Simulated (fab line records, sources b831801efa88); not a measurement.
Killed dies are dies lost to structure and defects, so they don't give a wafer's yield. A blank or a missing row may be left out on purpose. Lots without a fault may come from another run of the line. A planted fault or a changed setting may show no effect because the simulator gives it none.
fab line records | flow sky130
record lots=9 wafers=26 last_day=50
route steps=708 shown VIA3@589 CAP2M@605 METAL4@632 VIA4@652 PAD_OPEN@708
lots that met no fault: from a run of the same line without faults
start_h: hours from the record's first day to the start of the lot's first wafer shown | wait_h: hours since the lot's step before | " the same as in the row above | L1.1+2: a row that stands for several wafers | - no value, or no start given | * or withheld: withheld | < > ~ a bound
route shown NAME@n: a module of which the file shows steps, and the number in the route of the first | usual: mean/standard deviation of fault-free wafers | same: alike in all rows | chamber/n: place in a boat | sites: the reading at each site | _std_site: their standard deviation | _edge_site: outer sites' mean less inner sites' | radius_mm: how far each site lies from the wafer's centre | mask NAME#n: copy n | behind: the tool/chamber that last shaped the wafer | hold: why the lot was held/for how many hours/how that ended | device: the transistor (n, p or np) that didn't switch | end of line: the same wafers' tests at the end of the route | a step without rows: its recipe alone | killed: dies lost to structure and defects at the first sort, not the wafer's yield | map: a wafer's dies, x killed, . not, _ none there
set.NAME: the setting as run; set.NAME@STEP: as run at that earlier step | model.NAME: the simulator's own value behind a step, which no gauge read
steps of the route over a sample of lots; a table a step, a row a wafer
services: from which hour (start_h, from the record's first day; less than 0 if before it) a tool's chamber was out of use, for how many hours, and why
## steps
# step SKY_VIA3_STRIP_16
# recipe chemistry=O2/N2 power_w=1400 pressure_mtorr=1500 platen_temp_c=withheld o2_flow_sccm=3000 n2_flow_sccm=300 overash_fraction=0.5
# usual drypump_motor_current_A=5.6/0.5 oes_product_au=0.401/0.0045 strip_time_to_endpoint_s=4.120/0.024
# columns lot.wafer tool chamber start_h wait_h drypump_motor_current_A oes_product_au rf_hours_counter_h strip_time_to_endpoint_s
L199.1 plasma_asher-01 0 918.00 0.0 5.6 0.392 50 4.115
L199.3 " 1 " " 5.9 0.404 - 4.149
L199.5 " 1 " " 5.9 0.401 - 4.142
L200.3 plasma_asher-04 0 944.68 0.1 6.3 0.399 - 4.111
L200.4 " 1 " " 4.8 0.397 - 4.120
L200.5 " 0 " " 6.3 0.403 - 4.119
L201.2 plasma_asher-01 0 958.40 0.0 5.6 0.410 54 4.122
L201.5 " 0 " " 5.6 0.401 - 4.101
L201.6 " 1 " " 5.9 0.399 - 4.096
L204.1 plasma_asher-04 0 983.11 0.0 6.3 0.399 81 4.115
L204.3 " 0 " " 6.3 0.397 - 4.130
L204.5 " 1 " " 4.8 0.398 - 4.106
L206.1 plasma_asher-01 0 984.70 0.0 5.6 0.409 56 4.153
L206.4 " 1 " " 5.8 0.391 - 4.098
L206.6 " 1 " " 5.9 0.407 - 4.161
L216.4 plasma_asher-02 1 1043.29 0.1 5.9 0.407 - 4.150
L216.5 " 0 " " 5.1 0.406 - 4.091
L217.3 plasma_asher-04 1 1060.73 0.1 4.8 0.405 - 4.078
L217.4 " 0 " " 6.3 0.403 - 4.095
L217.6 " 1 " " 4.8 0.398 - 4.103
L218.2 plasma_asher-02 0 1065.20 0.0 5.1 0.398 33 4.119
L218.4 " 1 " " 5.9 0.397 - 4.146
L218.5 " 1 " " 5.9 0.407 - 4.108
L221.3 plasma_asher-04 1 1075.43 0.1 4.8 0.398 - 4.120
L221.4 " 0 " " 6.3 0.402 - 4.102
L221.5 " 0 " " 6.3 0.404 - 4.129
# step SKY_CAP2M_SPUTTER_02
# recipe material=TiN target_thk_nm=200 temp_c=300 power_w=6500 time_s=166.7 chamber_pressure_pa=0.4
# usual chamber_pressure_pa=0.4000/0.00087 substrate_temp_c=300.00/0.2 throttle_valve_pct=30.0/0.9
# columns lot.wafer tool chamber start_h wait_h chamber_pressure_pa substrate_temp_c throttle_valve_pct
L199.1 pvd_sputter-02 - 919.53 0.1 0.3998 299.77 30.5
L199.3 " - " " 0.4001 299.97 30.0
L199.5 " - " " 0.3992 299.80 30.6
L200.3 pvd_sputter-03 - 946.18 0.0 0.3998 300.38 28.8
L200.4 " - " " 0.4004 299.46 30.1
L200.5 " - " " 0.3990 299.75 30.1
L201.2 pvd_sputter-03 - 959.89 0.0 0.3987 299.81 28.9
L201.5 " - " " 0.3989 299.89 29.2
L201.6 " - " " 0.3996 299.63 29.1
L204.1 pvd_sputter-02 - 984.64 0.1 0.4001 299.78 30.8
L204.3 " - " " 0.3999 300.01 31.7
L204.5 " - " " 0.4012 300.07 31.6
L206.1 pvd_sputter-04 - 986.21 0.1 0.3997 300.28 29.7
L206.4 " - " " 0.3989 300.31 30.6
L206.6 " - " " 0.4013 299.69 29.9
L216.4 pvd_sputter-03 - 1044.75 0.0 0.3996 300.27 29.3
L216.5 " - " " 0.4005 299.86 29.8
L217.3 pvd_sputter-04 - 1062.22 0.0 0.4012 299.91 29.1
L217.4 " - " " 0.4003 299.83 29.9
L217.6 " - " " 0.4002 299.74 29.5
L218.2 pvd_sputter-02 - 1066.69 0.0 0.3992 300.26 30.7
L218.4 " - " " 0.4003 299.85 30.5
L218.5 " - " " 0.3996 300.25 30.4
L221.3 pvd_sputter-02 - 1076.89 0.0 0.4010 300.09 30.1
L221.4 " - " " 0.3999 299.97 30.8
L221.5 " - " " 0.4004 299.92 30.1
# step SKY_METAL4_ETCH_16
# recipe chemistry=N2/H2 target=BARC ion_energy_ev=200 bias_w=98.14 pressure_mtorr=30 n2_flow_sccm=100 h2_flow_sccm=200 icp_w=500 stop_on=SiO2 time_s=88.2 target_depth_a=600
# usual bias_w=98.16/0.29 chamber_pressure_mTorr=30.001/0.03 drypump_motor_current_A=5.7/0.41 oes_product_au=0.626/0.0045 throttle_valve_pct=13.206/0.0095
# columns lot.wafer tool chamber start_h wait_h bias_w chamber_pressure_mTorr drypump_motor_current_A oes_product_au rf_hours_counter_h throttle_valve_pct
L199.1 rie_metal-02 0 968.33 0.0 97.87 29.983 5.4 0.627 17 13.199
L199.3 " 0 " " 98.63 29.957 5.4 0.617 - 13.197
L199.5 " 1 " " 98.42 29.995 5.7 0.625 - 13.209
L200.3 rie_metal-03 1 993.66 0.0 98.01 29.952 5.4 0.630 - 13.201
L200.4 " 0 " " 97.66 30.021 5.2 0.622 - 13.201
L200.5 " 0 " " 97.62 29.972 5.2 0.621 - 13.179
L201.2 rie_metal-01 0 1007.47 0.0 97.91 30.021 6.3 0.630 14 13.206
L201.5 " 0 " " 98.11 29.986 6.3 0.625 - 13.197
L201.6 " 1 " " 98.23 29.977 6.5 0.630 - 13.205
L204.1 rie_metal-01 1 1031.13 0.0 - - - - - -
L204.3 " 1 " " - - - - - -
L204.5 " 0 " " - - - - - -
L206.1 rie_metal-02 1 1031.84 0.0 - - - - - -
L206.4 " 0 " " - - - - - -
L206.6 " 0 " " - - - - - -
L216.4 rie_metal-02 0 1086.35 0.0 98.24 30.047 5.4 0.626 - 13.218
L216.5 " 0 " " 98.25 29.993 5.4 0.624 - 13.202
L217.3 rie_metal-02 0 1104.37 0.0 98.01 30.063 5.4 0.631 - 13.202
L217.4 " 1 " " 97.61 30.041 5.7 0.639 - 13.219
L217.6 " 1 " " 98.07 30.020 5.8 0.612 - 13.222
L218.2 rie_metal-02 1 1109.08 0.0 98.74 30.001 5.7 0.626 19 13.199
L218.4 " 1 " " 98.39 29.992 5.7 0.630 - 13.199
L218.5 " 0 " " 97.75 30.015 5.4 0.624 - 13.211
L221.3 rie_metal-02 0 1117.72 0.0 98.11 30.011 5.4 0.620 - 13.220
L221.4 " 1 " " 97.91 29.992 5.8 0.623 - 13.200
L221.5 " 0 " " 98.03 29.972 5.4 0.617 - 13.193
# step SKY_METAL4_ETCH_17
# recipe target=SiO2 stop_on=TiN chemistry=C4F8/O2/Ar source_w=1500 bias_w=1200 pressure_mtorr=40 c4f8_flow_sccm=withheld O2_flow_sccm=6 Ar_flow_sccm=300 time_s=3.9 target_depth_a=150
# usual bias_w=1200/3.4 chamber_pressure_mTorr=39.99/0.036 oes_product_au=0.755/0.0068
# columns lot.wafer tool chamber start_h wait_h bias_w chamber_pressure_mTorr oes_product_au rf_hours_counter_h
L199.1 rie_diel-01 3 968.43 0.1 1210 39.97 0.745 11
L199.3 " 0 " " 1197 39.99 0.750 2
L199.5 " 0 " " 1201 40.02 0.759 -
L200.3 rie_diel-01 3 993.73 0.0 1199 40.05 0.744 12
L200.4 " 0 " " 1200 40.01 0.753 3
L200.5 " 3 " " 1204 40.01 0.747 -
L201.2 rie_diel-03 3 1007.57 0.1 1204 40.02 0.748 12
L201.5 " 1 " " 1198 39.97 0.750 -
L201.6 " 2 " " 1201 40.02 0.753 -
L204.1 rie_diel-01 2 1031.23 0.1 1195 39.97 0.373 11
L204.3 " 1 " " 1197 40.04 0.382 16
L204.5 " 2 " " 1203 40.02 0.372 -
L206.1 rie_diel-04 2 1031.93 0.1 1200 39.95 0.377 9
L206.4 " 3 " " 1197 39.99 0.377 4
L206.6 " 1 " " 1204 39.95 0.381 -
L216.4 rie_diel-04 2 1086.43 0.0 1201 39.94 0.755 -
L216.5 " 0 " " 1192 39.97 0.763 -
L217.3 rie_diel-03 3 1104.43 0.0 1201 40.03 0.758 14
L217.4 " 0 " " 1193 39.96 0.750 7
L217.6 " 0 " " 1204 39.96 0.755 -
L218.2 rie_diel-04 2 1109.18 0.1 1202 40.02 0.748 12
L218.4 " 0 " " 1194 40.00 0.751 4
L218.5 " 1 " " 1201 39.96 0.761 -
L221.3 rie_diel-01 3 1117.78 0.0 1199 39.99 0.753 16
L221.4 " 1 " " 1197 39.98 0.763 18
L221.5 " 0 " " 1199 40.03 0.761 -
# step SKY_METAL4_STRIP_19
# recipe chemistry=O2/N2 power_w=1400 pressure_mtorr=1500 platen_temp_c=withheld o2_flow_sccm=3000 n2_flow_sccm=300 overash_fraction=0.5
# usual drypump_motor_current_A=5.7/0.31 oes_product_au=0.501/0.0051 strip_time_to_endpoint_s=6.51/0.061
# columns lot.wafer tool chamber start_h wait_h drypump_motor_current_A oes_product_au rf_hours_counter_h strip_time_to_endpoint_s
L199.1 plasma_asher-01 0 968.62 0.1 5.6 0.510 55 6.52
L199.3 " 0 " " 5.6 0.501 - 6.59
L199.5 " 0 " " 5.6 0.500 - 6.45
L200.3 plasma_asher-03 0 993.96 0.1 6.2 0.492 - 6.42
L200.4 " 1 " " 5.8 0.502 - 6.45
L200.5 " 0 " " 6.2 0.505 - 6.45
L201.2 plasma_asher-01 0 1007.76 0.1 5.6 0.502 58 6.57
L201.5 " 1 " " 5.9 0.496 - 6.53
L201.6 " 0 " " 5.6 0.508 - 6.47
L204.1 plasma_asher-02 0 1031.60 0.3 5.1 0.518 29 7.06
L204.3 " 0 " " 5.1 0.521 - 7.02
L204.5 " 1 " " 5.9 0.528 - 7.09
L206.1 plasma_asher-03 0 1032.13 0.1 6.2 0.520 123 6.96
L206.4 " 0 " " 6.2 0.518 - 6.96
L206.6 " 1 " " 5.8 0.525 - 7.00
L216.4 plasma_asher-02 1 1086.65 0.1 5.9 0.499 - 6.53
L216.5 " 0 " " 5.1 0.502 - 6.60
L217.3 plasma_asher-02 0 1104.66 0.1 5.1 0.496 - 6.54
L217.4 " 1 " " 5.9 0.507 - 6.49
L217.6 " 1 " " 5.9 0.494 - 6.40
L218.2 plasma_asher-01 0 1109.37 0.1 5.6 0.505 69 6.52
L218.4 " 1 " " 5.9 0.506 - 6.49
L218.5 " 1 " " 5.9 0.502 - 6.59
L221.3 plasma_asher-02 1 1118.01 0.1 5.9 0.494 - 6.45
L221.4 " 0 " " 5.1 0.508 - 6.59
L221.5 " 0 " " 5.1 0.505 - 6.50
# step SKY_VIA4_STRIP_13
# recipe chemistry=O2/N2 power_w=1400 pressure_mtorr=1500 platen_temp_c=withheld o2_flow_sccm=3000 n2_flow_sccm=300 overash_fraction=0.5
# usual drypump_motor_current_A=5.7/0.62 oes_product_au=0.708/0.0044 strip_time_to_endpoint_s=12.800/0.024
# columns lot.wafer tool chamber start_h wait_h drypump_motor_current_A oes_product_au rf_hours_counter_h strip_time_to_endpoint_s
L199.1 plasma_asher-04 0 993.06 - 6.3 0.714 82 12.806
L199.3 " 1 " " 4.8 0.709 - 12.780
L199.5 " 1 " " 4.8 0.703 - 12.751
L200.3 plasma_asher-04 1 1017.88 - 4.8 0.708 - 12.782
L200.4 " 0 " " 6.3 0.704 - 12.842
L200.5 " 1 " " 4.8 0.711 - 12.781
L201.2 plasma_asher-04 0 1031.41 - 6.3 0.707 85 12.759
L201.5 " 0 " " 6.3 0.710 - 12.821
L201.6 " 1 " " 4.8 0.705 - 12.828
L216.4 plasma_asher-04 1 1108.32 - 4.8 0.710 - 12.794
L216.5 " 0 " " 6.3 0.708 - 12.782
L217.3 plasma_asher-04 1 1127.22 - 4.8 0.700 - 12.830
L217.4 " 0 " " 6.3 0.714 - 12.756
L217.6 " 0 " " 6.3 0.702 - 12.775
L218.2 plasma_asher-04 1 1131.21 - 4.8 0.704 95 12.835
L218.4 " 1 " " 4.8 0.710 - 12.822
L218.5 " 1 " " 4.8 0.707 - 12.794
L221.3 plasma_asher-02 1 1138.53 - 5.9 0.706 - 12.773
L221.4 " 0 " " 5.1 0.713 - 12.781
L221.5 " 1 " " 5.9 0.701 - 12.793
# step SKY_PAD_OPEN_PROBE_99
# usual defect_limited_yield=82.3/2.1 killed_at_M0_to_M3=43/7.4 killed_at_M4_up=3.1/1.8 killed_at_contacts=26/5.6 killed_at_front_end=15/4.9 killed_at_other=0.2/0.44 killed_dies=87/10 killed_on_rim=17/3.7 killed_open=48/7.6 killed_short=39/6.2 sort_bin_3_pad_short=0.9/0.43 sort_bin_5_function=10.5/1.5 sort_bin_6_memory=6.3/1.2 sort_n_pass=405/10 sort_yield_pct=82.3/2.1
# same gross_dies=492 killed_at_back_side=0 sort_bin_4_leakage[%]=0 sort_bin_8_speed[%]=0
# columns lot.wafer tool chamber start_h wait_h defect_limited_yield[%] killed_at_M0_to_M3 killed_at_M4_up killed_at_contacts killed_at_front_end killed_at_other killed_dies killed_on_rim killed_open killed_short sort_bin_3_pad_short[%] sort_bin_5_function[%] sort_bin_6_memory[%] sort_n_pass sort_yield_pct[%]
L201.2 prober-02 - 1100.10 0.1 79.3 44 2 33 23 0 102 16 60 42 1.2 12.0 7.5 390 79.3
L201.5 prober-02 - 1100.25 0.2 82.1 41 2 36 9 0 88 23 51 37 1.4 10.0 6.5 404 82.1
L201.6 prober-02 - 1100.30 0.2 82.9 34 5 30 14 1 84 16 50 34 1.0 9.3 6.7 408 82.9
L204.1 prober-01 - 1121.85 0.1 0 30 400 30 32 0 492 96 57 35 0.2 92.5 7.3 0 0
L204.3 prober-01 - 1121.95 0.2 0 40 406 19 27 0 492 96 46 41 1.4 93.3 5.3 0 0
L204.5 prober-01 - 1122.05 0.2 0 30 415 31 15 1 492 96 42 35 0.6 93.3 6.1 0 0
L206.1 prober-02 - 1122.56 0.1 0 32 409 31 20 0 492 96 46 43 1.2 90.9 7.9 0 0
L206.4 prober-02 - 1122.71 0.2 0 30 421 23 17 1 492 96 35 37 1.0 95.1 3.9 0 0
L206.6 prober-02 - 1122.81 0.2 0 48 410 15 19 0 492 96 43 42 0.6 93.7 5.7 0 0
# killed by level:class
L201.2 VIA2:geometric_particle:open=10 VIA3:geometric_particle:open=10 FIELD_ISO:geometric_particle:short=9 LI_CONTACT:geometric_particle:open=9 CONTACT:geometric_particle:open=8 VIA1:geometric_particle:open=8 LOCAL_INTERCONNECT:geometric_particle:short=7 FIELD_ISO:geometric_particle:open=6
L201.5 CONTACT:geometric_particle:open=12 VIA1:geometric_particle:open=9 LI_CONTACT:geometric_particle:open=8 VIA3:geometric_particle:open=7 VIA2:geometric_particle:open=7 LOCAL_INTERCONNECT:geometric_particle:short=6 LI_CONTACT:geometric_particle:short=5 METAL2:geometric_particle:short=5
L201.6 CONTACT:geometric_particle:open=13 VIA3:geometric_particle:open=11 LOCAL_INTERCONNECT:geometric_particle:short=6 FIELD_ISO:geometric_particle:open=5 VIA1:geometric_particle:open=5 CONTACT:geometric_particle:short=5 VIA3:geometric_particle:short=5 LI_CONTACT:geometric_particle:open=4
L204.1 METAL4:area_etch=398 CONTACT:geometric_particle:open=14 FIELD_ISO:geometric_particle:open=10 VIA2:geometric_particle:open=8 LOCAL_INTERCONNECT:geometric_particle:short=7 POLY_GATE:geometric_particle:open=5 VIA3:geometric_particle:open=5 FIELD_ISO:geometric_particle:short=4
L204.3 METAL4:area_etch=403 VIA2:geometric_particle:open=8 FIELD_ISO:geometric_particle:open=6 LI_CONTACT:geometric_particle:open=6 VIA1:geometric_particle:open=6 METAL2:geometric_particle:short=6 FIELD_ISO:geometric_particle:short=5 POLY_GATE:geometric_particle:open=5
L204.5 METAL4:area_etch=414 CONTACT:geometric_particle:open=12 LI_CONTACT:geometric_particle:open=11 FIELD_ISO:geometric_particle:short=9 VIA2:geometric_particle:open=7 CONTACT:geometric_particle:short=5 METAL2:geometric_particle:short=5 VIA2:geometric_particle:short=3
L206.1 METAL4:area_etch=403 CONTACT:geometric_particle:open=12 POLY_GATE:geometric_particle:short=7 LI_CONTACT:geometric_particle:open=7 VIA1:geometric_particle:open=7 FIELD_ISO:geometric_particle:short=5 LOCAL_INTERCONNECT:geometric_particle:short=5 VIA2:geometric_particle:open=5
L206.4 METAL4:area_etch=419 LI_CONTACT:geometric_particle:open=8 VIA1:geometric_particle:short=7 VIA1:geometric_particle:open=7 VIA3:geometric_particle:open=7 LOCAL_INTERCONNECT:geometric_particle:short=5 CONTACT:geometric_particle:short=5 FIELD_ISO:geometric_particle:short=4
L206.6 METAL4:area_etch=407 VIA1:geometric_particle:open=10 VIA2:geometric_particle:open=9 VIA3:geometric_particle:open=8 FIELD_ISO:geometric_particle:short=7 VIA1:geometric_particle:short=7 CONTACT:geometric_particle:open=7 LOCAL_INTERCONNECT:geometric_particle:short=4
## services
# columns tool chamber start_h hours kind
rie_diel-03 2 895.43 3.3 repair
rie_diel-03 2 903.37 2.9 repair
rie_diel-04 - 904.69 1.0 repair
rie_metal-02 1 917.19 34.6 repair
rie_diel-01 3 932.80 6.5 repair
plasma_asher-01 - 944.19 2.3 repair
rie_diel-01 2 952.34 8.8 repair
plasma_asher-01 - 956.77 0.6 repair
rie_metal-01 - 966.51 2.8 pm
pvd_sputter-03 - 966.55 3.4 repair
rie_diel-01 1 983.92 4.2 repair
plasma_asher-04 - 994.84 1.9 repair
rie_diel-01 - 1001.54 0.6 repair
pvd_sputter-02 - 1005.81 5.8 repair
rie_diel-01 0 1012.29 3.8 repair
plasma_asher-04 - 1019.45 0.5 repair
rie_metal-02 0 1028.91 2.1 repair
rie_diel-04 2 1037.67 2.8 repair
plasma_asher-04 - 1041.24 7.8 repair
rie_diel-04 2 1063.72 3.4 repair
rie_diel-04 3 1071.97 25.6 repair
rie_diel-01 0 1096.20 10.7 repair
rie_diel-04 0 1102.72 2.7 repair
plasma_asher-01 - 1103.52 0.8 repair
## key
first_sign step=SKY_METAL4_ETCH_16 reading=tool_record direction=missing
effect step=SKY_METAL4_ETCH_17 reading=oes_product_au direction=down sigmas=55 usual=0.755 struck=0.377
effect step=SKY_METAL4_STRIP_19 reading=strip_time_to_endpoint_s direction=up sigmas=8.4 usual=* struck=*
effect step=SKY_PAD_OPEN_PROBE_99 reading=killed_at_M4_up direction=up sigmas=99+ usual=3.1 struck=410.2
more_kills_born_at SKY_METAL4_ETCH_16@rie_metal-02=1228 SKY_METAL4_ETCH_16@rie_metal-01=1214
met_at SKY_METAL4_ETCH_16
struck_lots L204,L206
later_rows_left_out L204.1,L204.3,L204.5,L206.1,L206.4,L206.6
not_acting_at SKY_VIA3_STRIP_16,SKY_CAP2M_SPUTTER_02,SKY_VIA4_STRIP_13
onset_between 1007.47 1031.13
fault kind=skipped_step_whole tool=rie_metal-01,rie_metal-02 chamber=- onset_h=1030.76 steps=SKY_METAL4_ETCH_16 scope=struck_lots_only
# later_rows_left_out: the simulator's readings of these wafers behind a module that went badly wrong aren't trusted and aren't shown, but for the sort
